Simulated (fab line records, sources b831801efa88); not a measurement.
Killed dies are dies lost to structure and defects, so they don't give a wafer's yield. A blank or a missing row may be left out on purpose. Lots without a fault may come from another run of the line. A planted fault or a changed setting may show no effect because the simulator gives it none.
A struck lot beside a sound one | flow sky130 | 35 steps out of a route of 708
Sound: wafers L322.1, L322.2, L322.3. Struck: wafers L330.1, L330.3, L330.5. The cause comes at the end.
At each step with rows: each side's tool, then ch and its chambers, then its first start. Under that, the readings that differ: sound wafers | struck wafers | difference of the means | sigmas: that difference in standard deviations of wafers without a fault.
alike: readings whose means differ by less than 2 such deviations, and words and numbers that are the same on both sides. not compared: withheld readings, readings that some wafer has no value for, bounds like >300 that may hide the same value, and numbers for which the record gives no deviation and whose values overlap.
The two part at a step that has a row with sigmas, a row that says differs or no value, or rows on one side only. Numbers that don't overlap but have no deviation are shown without sigmas and don't part them. A reading that every wafer of one side lacks parts them only if that side has two wafers or more.

first, 10 steps without rows for these wafers: SKY_CONTACT_EXPOSE_11 (exposes mask CTM1, target cd 170 nm); SKY_CONTACT_PEB_12; SKY_CONTACT_DEVELOP_13 (develop time 60 s); SKY_CONTACT_ETCH_16 (etches BARC in N2/H2, stops on SiO2, time 45.9 s, target depth 60 nm); SKY_CONTACT_ETCH_17 (etches SiO2 in C4F8/O2/Ar, stops on Si3N4, target depth 340 nm); SKY_CONTACT_ETCH_18 (etches Si3N4 in CHF3/O2, stops on TiN, time 39 s, target depth 75 nm); SKY_CONTACT_STRIP_19 (strips in O2/N2); SKY_CONTACT_STRIP_20 (strips in post etch residue remover, time 1200 s); SKY_CONTACT_CLEAN_21 (cleans in IPA, time 180 s); SKY_CONTACT_CLEAN_22 (cleans in O3/DIW).
SKY_CONTACT_SPUTTER_23: material TiN, target thk 20 nm, time 80 s.
  sound on pvd_sputter-03, day 32 15:43; struck on pvd_sputter-03, day 35 08:37
  alike: throttle_valve_pct
then, 23 steps without rows for these wafers: SKY_CONTACT_CVD_24 (deposits W, target thk 340 nm, time 102.12 s); SKY_CONTACT_CMP_27 (polishes, stops on SiO2, t overpolish 15 s, target thk 0 nm); SKY_METAL1_SPUTTER_00 (material Ti, target thk 15 nm, time 10 s); SKY_METAL1_SPUTTER_01 (material TiN, target thk 20 nm, time 16.7 s); SKY_METAL1_SPUTTER_02 (material AlCu, target thk 250 nm, time 13.3 s); SKY_METAL1_SPUTTER_03 (material Ti, target thk 5 nm, time 3.3 s); SKY_METAL1_SPUTTER_04 (material TiN, target thk 70 nm, time 58.3 s); SKY_METAL1_DEHYDRATE_07 (time 60 s); SKY_METAL1_HMDS_08 (prime time 60 s); SKY_METAL1_COAT_09 (resist thk 60 nm); SKY_METAL1_COAT_10 (resist thk 450 nm); SKY_METAL1_SOFTBAKE_11 (time 90 s); SKY_METAL1_EXPOSE_12 (exposes mask MM1, target cd 140 nm); SKY_METAL1_PEB_13; SKY_METAL1_DEVELOP_14 (develop time 60 s); SKY_METAL1_DESCUM_17 (chemistry O2, time 8 s); SKY_METAL1_ETCH_18 (etches BARC in N2/H2, stops on SiO2, time 45.9 s, target depth 60 nm); SKY_METAL1_METAL_ETCH_19 (etches the open film in Cl2/BCl3, stops on SiO2, target depth 360 nm, time 78 s); SKY_METAL1_STRIP_20 (strips in O2/N2); SKY_METAL1_STRIP_21 (strips in post etch residue remover, time 1200 s); SKY_METAL1_CLEAN_22 (cleans in IPA, time 180 s); SKY_METAL1_CLEAN_23 (cleans in O3/DIW); SKY_VIA1_HDPCVD_00 (deposits SiO2, target thk 1030 nm, time 171.7 s).
-- the record jumps here: 13 days lie between the struck wafers' starts before and after (it left off in module VIA1 and takes up again in module PAD_OPEN, whose first step shown is number 708 of the route) --
SKY_PAD_OPEN_PROBE_99:
  the record has rows for the struck wafers here (prober-01, day 48 13:40) and none for the sound ones

WHERE THEY PART
Only at SKY_PAD_OPEN_PROBE_99, within this record.

WHY: what the simulator had put in
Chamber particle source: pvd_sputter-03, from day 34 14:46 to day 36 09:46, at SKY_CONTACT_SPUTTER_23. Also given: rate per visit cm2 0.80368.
